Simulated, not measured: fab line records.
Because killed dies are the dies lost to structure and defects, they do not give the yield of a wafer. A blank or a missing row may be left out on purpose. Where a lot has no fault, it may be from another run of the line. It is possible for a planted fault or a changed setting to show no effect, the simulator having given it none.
Matching of chambers | flow gf180mcu | 3 sister chambers for GF_MIM_CVD_05 on pecvd-03
The step deposits Si3N4, target thk 42 nm, time 29.086 s. 6 wafers are shown with their chamber, then 10 later ones without.

## WAFERS WITH THEIR CHAMBER
wafer  | chamber | heaterPowerW (W)
L078.5 | 0       | 717
L082.1 | 0       | 861
L082.4 | 2       | 625
L082.5 | 1       | 661
L084.2 | 1       | 645
L084.5 | 2       | 633

## WAFERS WITH NO CHAMBER GIVEN
wafer  | heaterPowerW (W)
L084.6 | 644
L086.4 | 813
L086.5 | 602
L086.6 | 679
L088.1 | 567
L088.4 | 656
L088.5 | 752
L095.1 | 664
L095.5 | 652
L095.6 | 612

## CHAMBER TAKEN BY EACH
wafer  | from the rows above          | in truth
L084.6 | can't be placed: 1 or 2      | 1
L086.4 | 0                            | 0
L086.5 | can't be placed: 2 or 1      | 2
L086.6 | can't be placed: 1 or 2 or 0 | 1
L088.1 | can't be placed: 2 or 1      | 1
L088.4 | can't be placed: 1 or 2      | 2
L088.5 | can't be placed: 0 or 1 or 2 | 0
L095.1 | can't be placed: 1 or 2 or 0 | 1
L095.5 | can't be placed: 1 or 2      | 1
L095.6 | can't be placed: 2 or 1      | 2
Placed correctly: 1 of 10. Unplaceable from these rows: 9, with the true chamber sitting among the candidates in 9. 0 placed wrongly.
How it was worked out, from the rows above alone: a wafer's distance from a chamber is the root of the sum, over the readings, of the square of ((its reading less the chamber's mean) divided by the reading's scatter). If the next closest chamber is less than 2 further off than the closest, the wafer can't be placed; otherwise it belongs to the closest. The mean given for a chamber averages the wafers shown for that chamber. The scatter is the square root of a quotient: the sum, over the shown wafers, of each reading's squared deviation from its chamber's mean, divided by wafers minus chambers.
